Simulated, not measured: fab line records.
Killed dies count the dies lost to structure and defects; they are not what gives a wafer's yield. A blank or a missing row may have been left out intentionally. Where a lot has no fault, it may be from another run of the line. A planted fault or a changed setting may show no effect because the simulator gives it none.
The tool behind it: which one? / flow gf180mcu / 14 lots with 42 wafers sampled at 4 steps, on a route of 602 steps

WHAT THE GAUGES READ, wafer by wafer
GF_M2_THK_MEAS_06: measures by xrf.
lot=L712; measured=day 18 19:43; on=filmMetro-03; M2_ALCU_THK (nm)=424 431 432
lot=L714; measured=day 19 18:34; on=filmMetro-04; M2_ALCU_THK (nm)=437 437 438
lot=L715; measured=day 19 22:53; on=filmMetro-01; M2_ALCU_THK (nm)=438 438 434
lot=L716; measured=day 20 22:01; on=filmMetro-04; M2_ALCU_THK (nm)=438 438 439
lot=L717; measured=day 20 23:01; on=filmMetro-01; M2_ALCU_THK (nm)=433 431 431
lot=L718; measured=day 21 02:56; on=filmMetro-01; M2_ALCU_THK (nm)=431 430 436
lot=L719; measured=day 21 07:26; on=filmMetro-04; M2_ALCU_THK (nm)=439 429 430
lot=L720; measured=day 21 13:25; on=filmMetro-03; M2_ALCU_THK (nm)=431 423 429
lot=L721; measured=day 21 17:13; on=filmMetro-01; M2_ALCU_THK (nm)=438 436 437
lot=L722; measured=day 22 07:25; on=filmMetro-01; M2_ALCU_THK (nm)=430 434 434
lot=L725; measured=day 23 07:35; on=filmMetro-01; M2_ALCU_THK (nm)=439 436 436
lot=L727; measured=day 24 01:00; on=filmMetro-01; M2_ALCU_THK (nm)=441 438 438
lot=L733; measured=day 25 20:06; on=filmMetro-01; M2_ALCU_THK (nm)=437 434 431
lot=L734; measured=day 26 07:13; on=filmMetro-04; M2_ALCU_THK (nm)=437 445 444

GF_M2_CD_MEAS_14: target cd 280 nm.
lot=L712; measured=day 19 19:31; on=cdSem-02; cdNm (nm)=281.0 281.3 281.8
lot=L714; measured=day 20 18:06; on=cdSem-01; cdNm (nm)=279.1 279.0 278.5
lot=L715; measured=day 20 23:26; on=cdSem-02; cdNm (nm)=279.6 280.9 279.8
lot=L716; measured=day 21 21:55; on=cdSem-02; cdNm (nm)=280.3 282.2 281.5
lot=L717; measured=day 21 22:52; on=cdSem-01; cdNm (nm)=279.2 279.7 280.7
lot=L718; measured=day 22 02:05; on=cdSem-01; cdNm (nm)=279.4 281.0 280.2
lot=L719; measured=day 22 07:07; on=cdSem-02; cdNm (nm)=280.7 280.8 279.9
lot=L720; measured=day 22 12:41; on=cdSem-01; cdNm (nm)=279.2 279.8 279.5
lot=L721; measured=day 22 16:53; on=cdSem-02; cdNm (nm)=278.9 278.8 279.6
lot=L722; measured=day 23 06:52; on=cdSem-02; cdNm (nm)=279.9 280.7 279.4
lot=L725; measured=day 24 05:19; on=cdSem-02; cdNm (nm)=248.8 248.6 248.2
lot=L727; measured=day 24 22:57; on=cdSem-01; cdNm (nm)=248.1 246.7 248.2
lot=L733; measured=day 26 16:24; on=cdSem-01; cdNm (nm)=280.4 280.7 279.9
lot=L734; measured=day 27 04:38; on=cdSem-01; cdNm (nm)=280.0 281.3 279.6

WHICH TOOL RAN EACH LOT (tool, then ch and the chambers of the sampled wafers, then the start)
lot=L712; GF_V1_ETCH_16=rieDiel-01 ch 1,2,3, day 18 18:01; GF_M2_SOFTBAKE_10=lithoTrack-02 ch 0, day 19 06:52
lot=L714; GF_V1_ETCH_16=rieDiel-01 ch 1,2,3, day 19 16:46; GF_M2_SOFTBAKE_10=lithoTrack-01 ch 0, day 20 05:48
lot=L715; GF_V1_ETCH_16=rieDiel-04 ch 0,1,3, day 19 21:11; GF_M2_SOFTBAKE_10=lithoTrack-01 ch 0, day 20 10:44
lot=L716; GF_V1_ETCH_16=rieDiel-04 ch 1,3, day 20 20:14; GF_M2_SOFTBAKE_10=lithoTrack-01 ch 0, day 21 09:48
lot=L717; GF_V1_ETCH_16=rieDiel-01 ch 0,1,2, day 20 21:19; GF_M2_SOFTBAKE_10=lithoTrack-01 ch 0, day 21 10:24
lot=L718; GF_V1_ETCH_16=rieDiel-02 ch 0,1,2, day 21 01:13; GF_M2_SOFTBAKE_10=lithoTrack-04 ch 0, day 21 14:24
lot=L719; GF_V1_ETCH_16=rieDiel-02 ch 0,2,3, day 21 05:44; GF_M2_SOFTBAKE_10=lithoTrack-04 ch 0, day 21 19:42
lot=L720; GF_V1_ETCH_16=rieDiel-04 ch 0,2,3, day 21 11:43; GF_M2_SOFTBAKE_10=lithoTrack-01 ch 0, day 22 01:00
lot=L721; GF_V1_ETCH_16=rieDiel-04 ch 0,3, day 21 15:28; GF_M2_SOFTBAKE_10=lithoTrack-01 ch 0, day 22 05:08
lot=L722; GF_V1_ETCH_16=rieDiel-01 ch 0,1,3, day 22 05:38; GF_M2_SOFTBAKE_10=lithoTrack-01 ch 0, day 22 19:05
lot=L725; GF_V1_ETCH_16=rieDiel-01 ch 1,3, day 23 05:46; GF_M2_SOFTBAKE_10=lithoTrack-01 ch 0, day 23 18:02
lot=L727; GF_V1_ETCH_16=rieDiel-01 ch 0,3, day 23 23:16; GF_M2_SOFTBAKE_10=lithoTrack-01 ch 0, day 24 11:21
lot=L733; GF_V1_ETCH_16=rieDiel-04 ch 0,1,3, day 25 17:22; GF_M2_SOFTBAKE_10=lithoTrack-02 ch 0, day 26 06:16
lot=L734; GF_V1_ETCH_16=rieDiel-04 ch 1,2,3, day 26 05:19; GF_M2_SOFTBAKE_10=lithoTrack-02 ch 0, day 26 18:02
- GF_V1_ETCH_16: etches BARC in N2/H2.
- GF_M2_SOFTBAKE_10: time 60 s.

AS READ BY THE TOOLS THEMSELVES (means over the sampled wafers that have a number; for cases with no such wafer, the mark the record gives instead)
GF_V1_ETCH_16.
lot=L712; tool=rieDiel-01; drypumpMotorCurrentA (A)=5.7; oesProductAu (a.u.)=0.852; throttleValvePct (%)=13.227
lot=L714; tool=rieDiel-01; drypumpMotorCurrentA (A)=5.7; oesProductAu (a.u.)=0.852; throttleValvePct (%)=13.218
lot=L715; tool=rieDiel-04; drypumpMotorCurrentA (A)=5.5; oesProductAu (a.u.)=0.854; throttleValvePct (%)=13.227
lot=L716; tool=rieDiel-04; drypumpMotorCurrentA (A)=6.0; oesProductAu (a.u.)=0.852; throttleValvePct (%)=13.223
lot=L717; tool=rieDiel-01; drypumpMotorCurrentA (A)=5.9; oesProductAu (a.u.)=0.859; throttleValvePct (%)=13.226
lot=L718; tool=rieDiel-02; drypumpMotorCurrentA (A)=6.3; oesProductAu (a.u.)=0.859; throttleValvePct (%)=13.229
lot=L719; tool=rieDiel-02; drypumpMotorCurrentA (A)=6.0; oesProductAu (a.u.)=0.852; throttleValvePct (%)=13.225
lot=L720; tool=rieDiel-04; drypumpMotorCurrentA (A)=6.0; oesProductAu (a.u.)=0.850; throttleValvePct (%)=13.217
lot=L721; tool=rieDiel-04; drypumpMotorCurrentA (A)=5.9; oesProductAu (a.u.)=0.849; throttleValvePct (%)=13.227
lot=L722; tool=rieDiel-01; drypumpMotorCurrentA (A)=6.0; oesProductAu (a.u.)=0.853; throttleValvePct (%)=13.225
lot=L725; tool=rieDiel-01; drypumpMotorCurrentA (A)=5.8; oesProductAu (a.u.)=0.860; throttleValvePct (%)=13.220
lot=L727; tool=rieDiel-01; drypumpMotorCurrentA (A)=6.0; oesProductAu (a.u.)=0.852; throttleValvePct (%)=13.220
lot=L733; tool=rieDiel-04; drypumpMotorCurrentA (A)=5.5; oesProductAu (a.u.)=0.853; throttleValvePct (%)=13.229
lot=L734; tool=rieDiel-04; drypumpMotorCurrentA (A)=6.1; oesProductAu (a.u.)=0.857; throttleValvePct (%)=13.236

GF_M2_SOFTBAKE_10.
lot=L712; tool=lithoTrack-02; heaterPowerTotalW (W)=93.03; plateTempC (C)=130.04
lot=L714; tool=lithoTrack-01; heaterPowerTotalW (W)=93.08; plateTempC (C)=130.08
lot=L715; tool=lithoTrack-01; heaterPowerTotalW (W)=93.07; plateTempC (C)=129.97
lot=L716; tool=lithoTrack-01; heaterPowerTotalW (W)=93.01; plateTempC (C)=130.03
lot=L717; tool=lithoTrack-01; heaterPowerTotalW (W)=93.10; plateTempC (C)=129.83
lot=L718; tool=lithoTrack-04; heaterPowerTotalW (W)=93.04; plateTempC (C)=130.07
lot=L719; tool=lithoTrack-04; heaterPowerTotalW (W)=93.05; plateTempC (C)=129.97
lot=L720; tool=lithoTrack-01; heaterPowerTotalW (W)=93.10; plateTempC (C)=130.00
lot=L721; tool=lithoTrack-01; heaterPowerTotalW (W)=93.05; plateTempC (C)=129.87
lot=L722; tool=lithoTrack-01; heaterPowerTotalW (W)=93.06; plateTempC (C)=130.13
lot=L725; tool=lithoTrack-01; heaterPowerTotalW (W)=101.75; plateTempC (C)=139.32
lot=L727; tool=lithoTrack-01; heaterPowerTotalW (W)=101.70; plateTempC (C)=139.30
lot=L733; tool=lithoTrack-02; heaterPowerTotalW (W)=93.06; plateTempC (C)=129.82
lot=L734; tool=lithoTrack-02; heaterPowerTotalW (W)=93.06; plateTempC (C)=129.88

THE ANSWER, worked out from the rows above alone
Rule: the usual values come from the lots themselves. Put in order of their means at a reading, lots are off if they are a third of the lots or fewer, leave a main group of 4 or more, and stand apart from it by a gap of 3 or more times the standard deviation of the main group's means; of several such gaps the widest counts. Not used: any main group whose means are identical at the precision the tables above print for the reading. A lot without any number at a reading at which 4 lots or more have one is off too. Where the step has rows for the other lots, those lots are counted as sound. The gauges are gone through in route order, then the tools' own readings, and for those a lot's mean is taken as printed above. At the first step where some lot is off, the reading lying furthest off is the one used; lots without a number count as furthest.
Off, at GF_M2_CD_MEAS_14 on cdNm: L725, L727. Main group: mean 280.1 nm, sd 0.72.
If a tool, at a process step before that reading, ran all the lots that are off and no sound lot after the first of them, it fits. The gauges at GF_M2_CD_MEAS_14 aren't tried: what is off there is off at GF_M2_SOFTBAKE_10 too, on other tools, and a gauge's error can't cause that. Can't be told from this: 2 tools fit, rieDiel-01 at GF_V1_ETCH_16, lithoTrack-01 at GF_M2_SOFTBAKE_10.

WHAT THE SIMULATOR HAD PUT IN
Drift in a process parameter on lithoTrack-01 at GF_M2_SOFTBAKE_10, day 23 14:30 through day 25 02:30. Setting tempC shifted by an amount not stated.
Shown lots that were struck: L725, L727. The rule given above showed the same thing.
